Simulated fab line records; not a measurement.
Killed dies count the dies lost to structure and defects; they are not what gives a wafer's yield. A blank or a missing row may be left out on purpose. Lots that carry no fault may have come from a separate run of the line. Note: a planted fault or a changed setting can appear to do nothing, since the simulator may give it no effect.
A single fault, viewed from 2 desks | flow gf180mcu | each desk holds nothing but its own numbers, with what lay behind them at the end

THE METROLOGY DESK
Lot by lot, what the gauges showed, no matter which tool ran the lot: averages of those sampled wafers that carry a number. A lot is out of limits, marked OUT, if its mean lies more than 4 standard deviations from the usual mean; the brackets give that distance.
Columns: A = cdNm at GF_SAB_CD_MEAS_09, usual 420.7 nm; B = SAB_OVL at GF_SAB_OVL_MEAS_10, usual -0.4 nm; C = SALICIDE_TIN_RS at GF_SALICIDE_RS_MEAS_04, usual 16.29 ohm/sq; D = SALICIDE_TIN_THK at GF_SALICIDE_THK_MEAS_05, usual 20.34 nm
lot  | first seen here | A     | B    | C                | D
L525 | day 16 03:34    | 422.0 | -1.6 | 16.33            | 20.13
L526 | day 16 16:52    | 418.7 | -0.6 | 16.57            | 20.71
L533 | day 19 09:49    | 420.8 | 0.9  | 18.82 (+10) OUT  | 20.09
L534 | day 20 04:35    | 418.2 | -0.3 | 18.13 (+7.4) OUT | 20.32
L535 | day 20 22:07    | 415.9 | -2.1 | 16.48            | 20.56
L536 | day 21 00:31    | 418.4 | 0.9  | 17.76 (+5.9) OUT | 19.92
L545 | day 23 14:10    | 421.7 | -1.2 | 16.56            | 20.14
This desk reports L533, L534, L536 out of limits; the earliest was L533 at day 19 10:22 (SALICIDE_TIN_RS at GF_SALICIDE_RS_MEAS_04). L525, L526, L535, L545 stayed within limits.

THE TOOL OWNER'S DESK: pvdSputter-01
The tool's own readings at GF_SALICIDE_SPUTTER_02 (material Co, target thk 10 nm, time 20 s): means of the sampled wafers that have a number, for each lot that ran on this tool. A lot is out of limits, marked OUT, if its mean lies more than 4 standard deviations from the usual mean; the brackets give that distance.
Columns: A = throttleValvePct at GF_SALICIDE_SPUTTER_02, usual 30.1 %
lot  | first seen here | A
L525 | day 16 04:03    | 30.2
L533 | day 19 10:19    | 30.4
L534 | day 20 05:06    | 30.7
L536 | day 21 01:02    | 30.4
This desk's finding: nothing out of limits on any of the 4 lots.

BROUGHT TOGETHER
Metrology desk: alarm possible at day 19 10:22 on L533, L534, L536.
The tool owner's desk saw nothing out of limits.
On record at the tool owner's desk: L533, L534, L536, within its limits.
All the named lots went through GF_SALICIDE_SPUTTER_02 on pvdSputter-01.

WHAT THE SIMULATOR HAD PUT IN
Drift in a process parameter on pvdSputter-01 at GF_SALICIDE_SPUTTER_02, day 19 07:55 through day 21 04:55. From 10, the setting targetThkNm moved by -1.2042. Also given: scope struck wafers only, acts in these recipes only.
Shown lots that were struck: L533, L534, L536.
Per desk, hours elapsed from the start of the fault to the first reading out of limits: for the metrology desk, 2.
